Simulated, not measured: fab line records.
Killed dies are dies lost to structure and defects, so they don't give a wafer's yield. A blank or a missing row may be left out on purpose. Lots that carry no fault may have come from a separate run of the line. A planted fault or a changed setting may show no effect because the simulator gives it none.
2 desks looking at one fault ; flow sfq-line ; each desk holds nothing but its own numbers, with what lay behind them at the end

## TOOL OWNER'S DESK, cmp-01
The tool's own readings at SFQ_TRILAYER_I3_CMP_CMP_082 (polishes SiO2): means of the sampled wafers that have a number, for each lot that ran on this tool. Any lot whose mean is over 4 standard deviations away from the usual mean is out of limits and marked OUT; that distance is given in the brackets.
Columns: A = motor-current-A at SFQ_TRILAYER_I3_CMP_CMP_082, usual 10.1 A; B = slurry-flow-ml-min at SFQ_TRILAYER_I3_CMP_CMP_082, usual 150.0; C = time-to-endpoint-s at SFQ_TRILAYER_I3_CMP_CMP_082, usual 213 s
lot;first seen here;A;B;C
L207;day 43 18:58;10.2;149.8;209
L209;day 44 13:28;10.3;150.0;208
L210;day 45 22:02;10.3;149.8;213
L211;day 46 01:32;10.2;150.0;212
L214;day 46 09:32;10.7;150.1;210
L215;day 46 23:33;10.3;149.7;217
L216;day 47 14:17;10.5;149.9;204
L226;day 49 17:47;10.3;149.8;191
L228;day 49 21:47;10.3;150.0;205
This desk found nothing out of limits on any of the 9 lots.

## AT THE METROLOGY DESK
Means of the sampled wafers that have a number, per lot and without regard to the tool the lot ran on: this is what the gauges read. Any lot whose mean is over 4 standard deviations away from the usual mean is out of limits and marked OUT; that distance is given in the brackets.
Columns: A = I3_BOW at SFQ_I3_BOW_MEAS_922, usual 3 um; B = M8_BOW at SFQ_M8_BOW_MEAS_951, usual 10 um
lot;first seen here;A;B
L207;day 43 21:29;-7;3
L209;day 44 15:29;16;23
L210;day 46 00:33;0;2
L211;day 46 03:35;6;23
L212;day 46 04:57;16;9
L214;day 46 12:32;10;11
L215;day 47 02:04;6;20
L216;day 47 17:19;5;12
L222;day 49 00:49;8;20
L223;day 49 06:48;-1;11
L226;day 49 20:18;1;-4
L227;day 49 21:47;3;13
L228;day 49 23:20;1;0
L229;day 50 04:01;2;-1
This desk found nothing out of limits on any of the 14 lots.

## PUT TOGETHER
Nothing out of limits was seen by the tool owner's desk.
The metrology desk saw nothing out of limits.

## WHAT THE SIMULATOR HAD PUT IN
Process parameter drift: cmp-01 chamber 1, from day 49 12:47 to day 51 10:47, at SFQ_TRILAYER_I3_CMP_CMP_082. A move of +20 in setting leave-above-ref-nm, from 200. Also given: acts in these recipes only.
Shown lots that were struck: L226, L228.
